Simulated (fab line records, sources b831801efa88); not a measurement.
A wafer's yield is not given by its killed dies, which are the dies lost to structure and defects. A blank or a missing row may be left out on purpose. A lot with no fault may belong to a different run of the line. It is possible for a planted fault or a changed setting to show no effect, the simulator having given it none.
One fault through the eyes of 2 desks ; flow sky130 ; each desk has only its own numbers; what lay behind them comes last

== THE METROLOGY DESK ==
Lot by lot, what the gauges showed, no matter which tool ran the lot: averages of those sampled wafers that carry a number. Any lot whose mean is over 4 standard deviations away from the usual mean is out of limits and marked OUT; that distance is given in the brackets.
Columns: A = NWELL_TW at SKY_NWELL_TW_MEAS_15, usual 1820; B = VT_ADJUST_LVTN_TW at SKY_VT_ADJUST_LVTN_TW_MEAS_10, usual 241.8; C = VT_ADJUST_NCORE_TW at SKY_VT_ADJUST_NCORE_TW_MEAS_11, usual 218.8
lot;first seen here;A;B;C
L466;day 4 13:25;1794;239.9;218.3
L468;day 5 09:23;1825;240.5;219.3
L469;day 5 18:38;1815;239.9;220.3
L474;day 6 13:28;1824;243.4;221.0
L475;day 6 23:15;1819;242.5;217.0
L476;day 7 05:38;1843;243.3;218.1
L477;day 7 05:58;1801;242.8;216.8
L484;day 9 13:34;1804;242.7;205.7 (-8.8) OUT
L485;day 9 23:37;1830;240.2;204.4 (-9.6) OUT
L487;day 10 04:37;1799;243.6;220.8
L488;day 10 06:11;1800;241.3;220.7
L489;day 10 10:12;1835;242.9;220.5
Finding of this desk: L484, L485 out of limits, first seen on L484 at day 14 16:17 (VT_ADJUST_NCORE_TW at SKY_VT_ADJUST_NCORE_TW_MEAS_11). Within limits: L466, L468, L469, L474, L475, L476, L477, L487, L488, L489.

== THE TOOL OWNER'S DESK: implanter-03 ==
For each lot that ran on this tool, the mean over its sampled wafers that have a number, from the tool's own readings at SKY_VT_ADJUST_NCORE_IMPLANT_09. Any lot whose mean is over 4 standard deviations away from the usual mean is out of limits and marked OUT; that distance is given in the brackets.
Columns: A = beam-energy-keV at SKY_VT_ADJUST_NCORE_IMPLANT_09, usual 10.000; B = beam-on-s at SKY_VT_ADJUST_NCORE_IMPLANT_09, usual 9.98 s
lot;first seen here;A;B
L469;day 9 21:29;9.998;9.95
L474;day 10 21:46;9.998;10.10
L475;day 11 10:43;9.995;9.94
L476;day 11 19:26;10.000;9.96
L484;day 14 16:02;7.644 (-99 or more) OUT;9.98
L485;day 15 05:13;7.647 (-99 or more) OUT;9.77
Finding of this desk: L484, L485 out of limits; the first was L484 at day 14 16:02, on beam-energy-keV at SKY_VT_ADJUST_NCORE_IMPLANT_09. Within limits: L469, L474, L475, L476.

== BROUGHT TOGETHER ==
At day 14 16:02, on L484, L485, the tool owner's desk was in a position to raise an alarm.
Metrology desk: alarm possible at day 14 16:17 on L484, L485.
Of the lots named, all ran SKY_VT_ADJUST_NCORE_IMPLANT_09 on implanter-03.

== WHAT THE SIMULATOR PUT IN ==
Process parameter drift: implanter-03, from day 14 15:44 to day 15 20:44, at SKY_VT_ADJUST_NCORE_IMPLANT_09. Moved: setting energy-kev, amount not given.
Struck lots among those shown: L484, L485.
Fault start to first reading out of limits, in hours, per desk: tool owner, 0; metrology, 1.
